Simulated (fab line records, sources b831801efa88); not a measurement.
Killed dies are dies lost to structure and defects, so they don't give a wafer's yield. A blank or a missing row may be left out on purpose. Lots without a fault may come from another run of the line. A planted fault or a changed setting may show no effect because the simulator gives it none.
fab line records | flow gf180mcu
record lots=24 wafers=72 last_day=34
route steps=602 shown M1@315 M4@472 V4@480 V5@563 PASSIVATION@590
lots that met no fault: from a run of the same line without faults
start_h: hours from the record's first day to the start of the lot's first wafer shown | wait_h: hours since the lot's step before | " the same as in the row above | L1.1+2: a row that stands for several wafers | - no value, or no start given | * or withheld: withheld | < > ~ a bound
route shown NAME@n: a module of which the file shows steps, and the number in the route of the first | usual: mean/standard deviation of fault-free wafers | same: alike in all rows | chamber/n: place in a boat | sites: the reading at each site | _std_site: their standard deviation | _edge_site: outer sites' mean less inner sites' | radius_mm: how far each site lies from the wafer's centre | mask NAME#n: copy n | behind: the tool/chamber that last shaped the wafer | hold: why the lot was held/for how many hours/how that ended | device: the transistor (n, p or np) that didn't switch | end of line: the same wafers' tests at the end of the route | a step without rows: its recipe alone | killed: dies lost to structure and defects at the first sort, not the wafer's yield | map: a wafer's dies, x killed, . not, _ none there
set.NAME: the setting as run; set.NAME@STEP: as run at that earlier step | model.NAME: the simulator's own value behind a step, which no gauge read
steps of the route over a sample of lots; a table a step, a row a wafer
services: from which hour (start_h, from the record's first day; less than 0 if before it) a tool's chamber was out of use, for how many hours, and why
## steps
# step GF_M1_SPUTTER_00
# recipe material=Ti target_thk_nm=37.5 arriving_ion_energy_ev=80 substrate_temp_c=200 chamber_pressure_pa=2 power_w=4000 time_s=150
# usual throttle_valve_pct=29.6/1.2
# columns lot.wafer tool chamber start_h wait_h throttle_valve_pct
L074.1 pvd_sputter-03 - 381.88 0.2 31.4
L074.3 " - " " 29.1
L074.6 " - " " 29.1
L075.2 pvd_sputter-03 - 390.34 0.1 31.8
L075.4 " - " " 29.3
L075.6 " - " " 31.6
L076.3 pvd_sputter-01 - 399.50 0.1 29.8
L076.4 " - " " 26.9
L076.5 " - " " 31.2
L077.1 pvd_sputter-03 - 400.29 0.2 28.9
L077.4 " - " " 28.5
L077.6 " - " " 31.3
L078.1 pvd_sputter-02 - 403.45 0.2 29.0
L078.2 " - " " 29.1
L078.6 " - " " 31.3
L080.1 pvd_sputter-02 - 416.20 0.2 28.8
L080.2 " - " " 29.3
L080.5 " - " " 30.1
L079.2 pvd_sputter-01 - 420.60 0.1 26.8
L079.3 " - " " 29.3
L079.6 " - " " 29.4
L082.1 pvd_sputter-01 - 436.23 0.2 30.9
L082.3 " - " " 26.5
L082.6 " - " " 27.0
L083.1 pvd_sputter-01 - 444.18 0.2 26.7
L083.4 " - " " 30.8
L083.5 " - " " 31.1
L081.1 pvd_sputter-03 - 444.88 0.1 29.1
L081.2 " - " " 31.6
L081.5 " - " " 29.0
L084.1 pvd_sputter-02 - 453.79 0.1 29.2
L084.3 " - " " 31.2
L084.5 " - " " 28.9
L085.2 pvd_sputter-02 - 460.44 0.2 29.1
L085.4 " - " " 30.0
L085.6 " - " " 28.9
L086.1 pvd_sputter-02 - 469.40 0.2 28.9
L086.3 " - " " 29.9
L086.4 " - " " 31.2
L087.2 pvd_sputter-03 - 480.43 0.1 31.5
L087.3 " - " " 29.1
L087.5 " - " " 29.5
L088.1 pvd_sputter-01 - 482.33 0.2 29.3
L088.5 " - " " 31.1
L088.6 " - " " 29.0
L089.3 pvd_sputter-02 - 492.29 0.1 30.9
L089.5 " - " " 28.9
L089.6 " - " " 31.2
L090.2 pvd_sputter-02 - 502.80 0.1 31.4
L090.3 " - " " 29.2
L090.5 " - " " 29.9
L091.3 pvd_sputter-03 - 511.81 0.2 28.9
L091.4 " - " " 28.5
L091.5 " - " " 28.8
L092.1 pvd_sputter-02 - 520.99 0.1 31.2
L092.3 " - " " 29.0
L092.5 " - " " 29.2
L093.1 pvd_sputter-01 - 523.89 0.2 29.4
L093.2 " - " " 26.9
L093.5 " - " " 29.5
L094.2 pvd_sputter-03 - 535.90 0.1 31.5
L094.4 " - " " 29.2
L094.6 " - " " 29.0
L095.2 pvd_sputter-01 - 538.58 0.2 29.3
L095.3 " - " " 30.9
L095.4 " - " " 29.7
L096.2 pvd_sputter-03 - 547.19 0.1 28.3
L096.3 " - " " 31.6
L096.6 " - " " 31.1
L097.4 pvd_sputter-02 - 552.58 0.2 31.1
L097.5 " - " " 31.3
L097.6 " - " " 28.9
# step GF_M1_CD_MEAS_14
# recipe target_cd_nm=230
# usual cd_nm=230.0/1.1
# columns lot.wafer tool chamber start_h wait_h cd_nm
L074.1 cd_sem-01 - 405.34 0.1 229.3
L074.3 " - " " 228.9
L074.6 " - " " 230.0
L075.2 cd_sem-02 - 413.67 0.1 230.8
L075.4 " - " " 230.2
L075.6 " - " " 230.4
L076.3 cd_sem-02 - 423.17 0.1 230.9
L076.4 " - " " 231.4
L076.5 " - " " 231.1
L077.1 cd_sem-02 - 423.89 0.1 229.1
L077.4 " - " " 229.3
L077.6 " - " " 229.0
L078.1 cd_sem-02 - 427.00 0.1 230.7
L078.2 " - " " 231.2
L078.6 " - " " 230.1
L080.1 cd_sem-01 - 440.60 0.1 231.5
L080.2 " - " " 229.4
L080.5 " - " " 231.0
L079.2 cd_sem-01 - 445.65 0.1 228.7
L079.3 " - " " 229.7
L079.6 " - " " 230.1
L082.1 cd_sem-02 - 460.79 0.1 230.1
L082.3 " - " " 229.4
L082.6 " - " " 230.8
L083.1 cd_sem-02 - 469.04 0.1 228.6
L083.4 " - " " 229.2
L083.5 " - " " 228.9
L081.1 cd_sem-02 - 469.63 0.1 229.7
L081.2 " - " " 231.4
L081.5 " - " " 228.4
L084.1 cd_sem-02 - 478.38 0.1 228.0
L084.3 " - " " 229.0
L084.5 " - " " 229.0
L085.2 cd_sem-02 - 484.60 0.1 229.3
L085.4 " - " " 229.6
L085.6 " - " " 230.0
L086.1 cd_sem-02 - 493.44 0.1 229.0
L086.3 " - " " 229.3
L086.4 " - " " 229.7
L087.2 cd_sem-01 - 504.01 0.1 230.7
L087.3 " - " " 229.6
L087.5 " - " " 230.4
L088.1 cd_sem-01 - 505.99 0.1 229.9
L088.5 " - " " 230.9
L088.6 " - " " 231.1
L089.3 cd_sem-01 - 519.63 0.1 232.1
L089.5 " - " " 230.9
L089.6 " - " " 231.2
L090.2 cd_sem-01 - 526.21 0.1 230.6
L090.3 " - " " 229.3
L090.5 " - " " 230.3
L091.3 cd_sem-01 - 535.06 0.2 229.8
L091.4 " - " " 230.1
L091.5 " - " " 230.2
L092.1 cd_sem-01 - 543.79 0.1 231.4
L092.3 " - " " 230.9
L092.5 " - " " 231.7
L093.1 cd_sem-02 - 546.18 0.1 230.3
L093.2 " - " " 231.4
L093.5 " - " " 231.2
L094.2 cd_sem-01 - 558.25 0.1 229.1
L094.4 " - " " 229.1
L094.6 " - " " 228.0
L095.2 cd_sem-01 - 560.61 0.1 229.9
L095.3 " - " " 231.0
L095.4 " - " " 231.1
L096.2 cd_sem-02 - 569.06 0.1 228.7
L096.3 " - " " 228.4
L096.6 " - " " 227.6
L097.4 cd_sem-02 - 574.55 0.1 231.9
L097.5 " - " " 231.0
L097.6 " - " " 231.3
# step GF_M4_METAL_ETCH_16
# recipe chemistry=Cl2/BCl3 mask_material=KrF target_depth_nm=627.5 stop_on=SiO2 pressure_mtorr=8 icp_w=800 bias_w=140 Cl2_flow_sccm=80 bcl3_flow_sccm=40 time_s=104.6
# usual chamber_pressure_mTorr=8.000/0.0076 drypump_motor_current_A=5.8/0.38 oes_product_au=0.972/0.0052 throttle_valve_pct=28.251/0.0095
# columns lot.wafer tool chamber start_h wait_h chamber_pressure_mTorr drypump_motor_current_A oes_product_au rf_hours_counter_h throttle_valve_pct
L074.1 rie_metal-03 1 555.19 0.0 7.985 5.1 0.970 0 28.240
L074.3 " 1 " " 8.003 5.1 0.976 - 28.260
L074.6 " 0 " " 7.999 5.5 0.972 - 28.241
L075.2 rie_metal-02 0 568.49 0.0 8.016 5.8 0.975 8 28.243
L075.4 " 1 " " 7.994 6.1 0.970 - 28.240
L075.6 " 1 " " 8.004 6.1 0.970 - 28.256
L076.3 rie_metal-02 1 572.88 0.1 7.992 6.1 0.976 - 28.245
L076.4 " 0 " " 8.017 5.9 0.977 - 28.251
L076.5 " 0 " " 8.003 5.9 0.970 - 28.248
L077.1 rie_metal-04 0 573.05 0.0 8.001 6.3 0.974 6 28.266
L077.4 " 0 " " 8.001 6.3 0.965 - 28.239
L077.6 " 0 " " 7.986 6.3 0.970 - 28.251
L078.1 rie_metal-04 1 575.69 0.0 7.994 5.5 0.968 6 28.267
L078.2 " 0 " " 7.999 6.3 0.971 7 28.245
L078.6 " 1 " " 8.012 5.5 0.970 - 28.246
L080.1 rie_metal-03 0 589.59 0.0 7.994 5.6 0.960 8 28.269
L080.2 " 1 " " 7.994 5.2 0.974 1 28.261
L080.5 " 1 " " 7.997 5.2 0.960 - 28.250
L079.2 rie_metal-03 1 592.79 0.0 7.993 5.1 0.969 1 28.256
L079.3 " 1 " " 8.005 5.1 0.976 - 28.242
L079.6 " 1 " " 8.001 5.1 0.971 - 28.243
L082.1 rie_metal-02 0 606.14 0.0 7.996 5.8 0.965 9 28.265
L082.3 " 0 " " 8.005 5.9 0.970 - 28.267
L082.6 " 0 " " 8.006 5.9 0.973 - 28.237
L083.1 rie_metal-02 1 613.24 0.0 8.004 6.1 0.976 2 28.241
L083.4 " 1 " " 7.998 6.0 0.974 - 28.248
L083.5 " 0 " " 7.996 5.8 0.973 - 28.235
L081.1 rie_metal-04 0 613.59 0.0 7.998 6.2 0.971 7 28.242
L081.2 " 1 " " 8.009 5.5 0.964 7 28.250
L081.5 " 0 " " 7.992 6.2 0.975 - 28.251
L084.1 rie_metal-04 1 619.69 0.0 8.004 5.5 0.973 7 28.240
L084.3 " 1 " " 7.985 5.5 0.974 - 28.257
L084.5 " 1 " " 8.002 5.5 0.969 - 28.248
L085.2 rie_metal-02 0 624.75 0.0 7.996 5.9 0.975 9 28.247
L085.4 " 0 " " 8.010 5.9 0.970 - 28.239
L085.6 " 1 " " 8.004 6.1 0.967 - 28.238
L086.1 rie_metal-03 0 641.14 0.0 7.996 5.6 0.971 10 28.246
L086.3 " 1 " " 8.005 5.1 0.968 - 28.257
L086.4 " 0 " " 8.006 5.6 0.978 - 28.256
L087.2 rie_metal-02 0 642.74 0.0 7.992 5.8 0.963 10 28.255
L087.3 " 1 " " 8.015 6.1 0.976 - 28.239
L087.5 " 0 " " 7.996 5.8 0.973 - 28.253
L088.1 rie_metal-04 0 642.95 0.0 8.006 6.3 0.960 9 28.252
L088.5 " 0 " " 8.002 6.2 0.969 - 28.255
L088.6 " 1 " " 7.991 5.5 0.964 - 28.251
L089.3 rie_metal-04 0 656.04 0.1 7.989 6.2 0.966 - 28.252
L089.5 " 0 " " 7.998 6.3 0.976 - 28.264
L089.6 " 1 " " 8.004 5.5 0.964 - 28.238
L090.2 rie_metal-04 1 665.39 0.0 7.990 5.4 0.966 9 28.242
L090.3 " 0 " " 7.991 6.3 0.968 - 28.248
L090.5 " 1 " " 8.001 5.5 0.966 - 28.255
L091.3 rie_metal-03 0 670.44 0.1 8.006 5.6 0.975 - 28.243
L091.4 " 1 " " 7.993 5.1 0.969 - 28.246
L091.5 " 1 " " 7.998 5.1 0.967 - 28.241
L092.1 rie_metal-04 1 675.85 0.0 8.006 5.5 0.974 9 28.250
L092.3 " 0 " " 8.005 6.2 0.966 - 28.281
L092.5 " 0 " " 7.999 6.3 0.969 - 28.254
L093.1 rie_metal-04 1 678.99 0.0 7.991 5.5 0.971 9 28.246
L093.2 " 0 " " 7.993 6.3 0.975 10 28.240
L093.5 " 1 " " 8.006 5.5 0.977 - 28.276
L094.2 rie_metal-04 0 688.70 0.0 7.996 6.2 0.971 10 28.249
L094.4 " 0 " " 8.007 6.2 0.971 - 28.265
L094.6 " 0 " " 8.002 6.3 0.967 - 28.259
L095.2 rie_metal-04 1 691.10 0.0 8.004 5.5 0.978 10 28.247
L095.3 " 1 " " 7.999 5.5 0.975 - 28.246
L095.4 " 0 " " 8.014 6.3 0.976 - 28.260
L096.2 rie_metal-02 1 699.55 0.0 8.006 6.0 0.973 5 28.261
L096.3 " 0 " " 7.992 5.8 0.971 - 28.246
L096.6 " 1 " " 8.002 6.1 0.967 - 28.255
L097.4 rie_metal-04 0 702.74 0.0 8.004 6.3 0.978 - 28.243
L097.5 " 1 " " 8.003 5.5 0.978 - 28.261
L097.6 " 0 " " 8.003 6.3 0.979 - 28.237
# step GF_V4_CMP_04
# recipe material=SiO2 down_force_psi=4 platen_rpm=60 pad_velocity_m_s=0.94248
# usual motor_current_A=11.3/0.71 time_to_endpoint_s=79/6.2
# columns lot.wafer tool chamber start_h wait_h motor_current_A time_to_endpoint_s
L074.3 cmp-02 1 556.11 0.0 12.0 78
L074.1 " 0 " " 11.1 81
L074.6 " 1 " " 12.1 83
L075.4 cmp-01 3 569.53 0.1 11.7 80
L075.2 " 0 " " 10.6 72
L075.6 " 2 " " 10.5 78
L076.3 cmp-01 3 573.83 0.1 11.8 76
L076.4 " 0 " " 10.3 74
L076.5 " 3 " " 11.6 81
L077.1 cmp-02 1 573.96 0.1 12.3 67
L077.4 " 3 " " 12.1 79
L077.6 " 2 " " 11.1 76
L078.2 cmp-02 3 576.64 0.1 11.7 86
L078.1 " 1 " " 12.4 81
L078.6 " 3 " " 12.1 87
L080.1 cmp-01 0 590.58 0.1 10.6 74
L080.2 " 2 " " 10.9 68
L080.5 " 3 " " 11.8 80
L079.3 cmp-02 0 593.73 0.0 11.4 80
L079.2 " 3 " " 11.5 81
L079.6 " 1 " " 11.7 79
L082.1 cmp-02 1 607.18 0.1 12.1 81
L082.3 " 2 " " 10.5 75
L082.6 " 0 " " 12.0 79
L083.4 cmp-02 2 614.20 0.1 11.2 78
L083.1 " 3 " " 12.1 80
L083.5 " 1 " " 12.6 82
L081.1 cmp-02 3 614.55 0.1 11.6 87
L081.2 " 1 " " 12.0 73
L081.5 " 3 " " 11.4 85
L084.3 cmp-02 3 620.74 0.1 12.5 88
L084.1 " 0 " " 11.5 89
L084.5 " 1 " " 11.9 88
L085.4 cmp-01 0 625.79 0.1 10.6 79
L085.2 " 1 " " 10.5 71
L085.6 " 2 " " 10.9 81
L086.1 cmp-01 1 642.35 0.4 11.4 74
L086.3 " 2 " " 11.2 74
L086.4 " 3 " " 11.9 90
L087.2 cmp-02 1 643.70 0.1 12.6 71
L087.3 " 2 " " 11.1 73
L087.5 " 0 " " 11.9 81
L088.1 cmp-02 2 644.30 0.1 11.1 75
L088.6 " 0 " " 11.7 77
L088.5 " 1 " " 12.7 78
L089.3 cmp-02 2 657.29 0.0 10.5 71
L089.6 " 2 " " 11.6 77
L089.5 " 3 " " 11.6 76
L090.2 cmp-01 0 666.78 0.1 10.5 80
L090.3 " 1 " " 10.4 75
L090.5 " 0 " " 10.0 82
L091.4 cmp-01 0 671.92 0.1 10.0 82
L091.3 " 2 " " 10.9 74
L091.5 " 3 " " 11.7 81
L092.3 cmp-01 1 677.00 0.1 10.4 69
L092.1 " 2 " " 10.8 73
L092.5 " 3 " " 11.5 83
L093.2 cmp-01 0 681.08 1.2 10.2 79
L093.1 " 1 " " 10.8 71
L093.5 " 3 " " 11.9 82
L094.2 cmp-01 2 689.62 0.0 10.9 75
L094.4 " 3 " " 11.9 86
L094.6 " 3 " " 11.7 77
L095.2 cmp-02 1 692.11 0.1 12.5 65
L095.3 " 2 " " 10.6 64
L095.4 " 3 " " 11.2 75
L096.3 cmp-01 1 700.51 0.1 10.6 73
L096.2 " 2 " " 9.9 69
L096.6 " 0 " " 10.1 81
L097.4 cmp-01 3 703.79 0.2 11.9 94
L097.5 " 0 " " 10.4 95
L097.6 " 1 " " 11.3 90
# step GF_V5_CVD_23
# recipe material=W target_thk_nm=350 time_s=104.9 temp_c=400 pressure_torr=40
# usual heater_power_w=819/100 susceptor_temp_C=399.95/0.22
# columns lot.wafer tool chamber start_h wait_h heater_power_w susceptor_temp_C
L074.1 cvd_w-02 1 645.57 0.0 883 399.77
L074.3 " 1 " " 896 399.89
L074.6 " 0 " " 751 400.15
L075.2 cvd_w-01 0 656.88 0.0 704 399.61
L075.4 " 0 " " 677 399.61
L075.6 " 0 " " 710 399.92
L076.3 cvd_w-01 1 661.04 0.1 947 400.10
L076.4 " 0 " " 710 399.94
L076.5 " 0 " " 705 399.86
L077.1 cvd_w-02 1 661.67 0.0 889 399.62
L077.4 " 0 " " 723 399.62
L077.6 " 1 " " 877 399.75
L078.1 cvd_w-01 0 664.68 0.0 682 400.10
L078.2 " 1 " " 930 400.15
L078.6 " 1 " " 950 400.11
L080.1 cvd_w-01 0 675.73 0.0 713 400.14
L080.2 " 1 " " 940 400.04
L080.5 " 0 " " 696 400.05
L079.2 cvd_w-02 1 679.18 0.0 863 399.89
L079.3 " 0 " " 730 400.07
L079.6 " 0 " " 717 399.70
L082.1 cvd_w-02 1 689.85 0.0 892 400.06
L082.3 " 1 " " 910 400.19
L082.6 " 1 " " 905 400.09
L083.1 cvd_w-01 1 697.17 0.0 933 400.19
L083.4 " 0 " " 694 399.83
L083.5 " 1 " " 940 399.97
L081.1 cvd_w-02 1 697.91 0.0 902 400.28
L081.2 " 0 " " 763 399.58
L081.5 " 0 " " 729 399.71
L084.1 cvd_w-02 0 705.16 0.0 739 400.11
L084.3 " 1 " " 901 399.89
L084.5 " 1 " " 903 400.11
L085.2 cvd_w-02 0 709.63 0.0 734 399.67
L085.4 " 1 " " 910 399.86
L085.6 " 1 " " 898 399.79
L086.1 cvd_w-01 1 723.88 0.0 951 400.04
L086.3 " 1 " " 957 400.26
L086.4 " 0 " " 707 400.25
L087.2 cvd_w-02 1 726.33 0.0 909 399.95
L087.3 " 1 " " 912 400.09
L087.5 " 1 " " 871 400.09
L088.1 cvd_w-02 1 726.68 0.0 891 400.13
L088.5 " 1 " " 910 399.98
L088.6 " 0 " " 727 399.90
L089.3 cvd_w-02 0 737.50 0.1 725 400.01
L089.5 " 1 " " 902 399.74
L089.6 " 0 " " 744 400.21
L090.2 cvd_w-01 0 745.03 0.0 718 399.94
L090.3 " 1 " " 944 400.29
L090.5 " 1 " " 936 400.33
L091.3 cvd_w-02 1 749.41 0.1 907 399.77
L091.4 " 0 " " 720 400.34
L091.5 " 0 " " 730 399.97
L092.1 cvd_w-02 1 754.14 0.0 904 399.86
L092.3 " 1 " " 890 399.82
L092.5 " 1 " " 891 399.58
L093.1 cvd_w-02 1 757.85 0.0 896 400.15
L093.2 " 0 " " 746 400.18
L093.5 " 0 " " 743 400.04
L094.2 cvd_w-01 0 765.02 0.0 724 399.86
L094.4 " 1 " " 929 399.49
L094.6 " 0 " " 695 399.84
L095.2 cvd_w-01 1 766.98 0.0 921 400.00
L095.3 " 1 " " 942 400.13
L095.4 " 0 " " 699 399.95
L096.2 cvd_w-01 1 773.72 0.0 910 399.74
L096.3 " 0 " " 694 399.83
L096.6 " 0 " " 708 400.14
L097.4 cvd_w-02 0 777.21 0.0 718 400.03
L097.5 " 0 " " 745 400.02
L097.6 " 1 " " 895 400.27
# step GF_PASSIVATION_THK_MEAS_03
# recipe reads=Si3N4_of_PASSIVATION_CVD_02
# usual PASSIVATION_CVD_02_THK=701/10
# columns lot.wafer tool chamber start_h wait_h PASSIVATION_CVD_02_THK[nm]
L074.1 film_metro-02 - 666.57 0.1 692
L074.3 " - " " 711
L074.6 " - " " 698
L075.2 film_metro-01 - 678.51 0.2 702
L075.4 " - " " 705
L075.6 " - " " 703
L076.3 film_metro-03 - 682.50 0.2 696
L076.4 " - " " 715
L076.5 " - " " 713
L077.1 film_metro-03 - 683.41 0.1 692
L077.4 " - " " 700
L077.6 " - " " 708
L078.1 film_metro-03 - 686.18 0.1 699
L078.2 " - " " 703
L078.6 " - " " 722
L080.1 film_metro-02 - 697.34 0.1 705
L080.2 " - " " 707
L080.5 " - " " 709
L079.2 film_metro-01 - 700.19 0.2 679
L079.3 " - " " 687
L079.6 " - " " 692
L082.1 film_metro-03 - 710.98 0.1 697
L082.3 " - " " 689
L082.6 " - " " 708
L083.1 film_metro-02 - 716.99 0.1 700
L083.4 " - " " 722
L083.5 " - " " 722
L081.1 film_metro-01 - 718.47 0.1 704
L081.2 " - " " 706
L081.5 " - " " 719
L084.1 film_metro-01 - 725.64 0.3 698
L084.3 " - " " 714
L084.5 " - " " 700
L085.2 film_metro-03 - 729.94 0.3 693
L085.4 " - " " 713
L085.6 " - " " 708
L086.1 film_metro-03 - 743.29 0.2 691
L086.3 " - " " 699
L086.4 " - " " 698
L087.2 film_metro-03 - 745.78 0.2 686
L087.3 " - " " 701
L087.5 " - " " 698
L088.1 film_metro-03 - 746.32 0.1 692
L088.5 " - " " 706
L088.6 " - " " 701
L089.3 film_metro-02 - 756.09 0.2 686
L089.5 " - " " 705
L089.6 " - " " 700
L090.2 film_metro-02 - 764.19 0.2 702
L090.3 " - " " 691
L090.5 " - " " 709
L091.3 film_metro-02 - 767.60 0.2 685
L091.4 " - " " 695
L091.5 " - " " 704
L092.1 film_metro-02 - 772.54 0.2 688
L092.3 " - " " 680
L092.5 " - " " 701
L093.1 film_metro-01 - 776.07 0.1 685
L093.2 " - " " 686
L093.5 " - " " 692
L094.2 film_metro-01 - 783.46 0.2 702
L094.4 " - " " 701
L094.6 " - " " 721
L095.2 film_metro-02 - 784.48 0.2 680
L095.3 " - " " 689
L095.4 " - " " 712
L096.2 film_metro-02 - 791.36 0.2 696
L096.3 " - " " 689
L096.6 " - " " 708
L097.4 film_metro-02 - 794.65 0.0 710
L097.5 " - " " 714
L097.6 " - " " 715
## services
# columns tool chamber start_h hours kind
cmp-01 - 358.50 6.9 repair
pvd_sputter-02 - 360.58 2.8 repair
cmp-02 - 371.23 2.8 repair
cvd_w-01 - 390.00 14.0 pm
cmp-02 - 395.66 1.8 repair
cmp-01 - 404.00 4.0 pm
cmp-02 - 417.41 3.9 pm
pvd_sputter-02 - 430.37 0.5 repair
cmp-02 - 441.53 0.6 repair
pvd_sputter-02 - 445.12 3.2 repair
cvd_w-02 - 461.18 2.8 pm
cvd_w-01 - 468.19 2.8 pm
cmp-01 - 510.60 0.2 repair
cmp-01 - 518.74 34.5 repair
pvd_sputter-02 - 535.58 4.0 repair
cmp-01 - 553.21 9.7 pm
cmp-02 - 577.35 4.4 repair
cmp-02 - 625.60 4.6 repair
cmp-02 - 639.51 4.0 pm
cmp-01 - 643.64 5.7 pm
cmp-02 - 677.40 8.7 pm
cmp-02 - 689.29 2.2 repair
cmp-01 - 741.65 0.7 repair
cmp-01 - 744.00 4.0 pm
## key
fault none
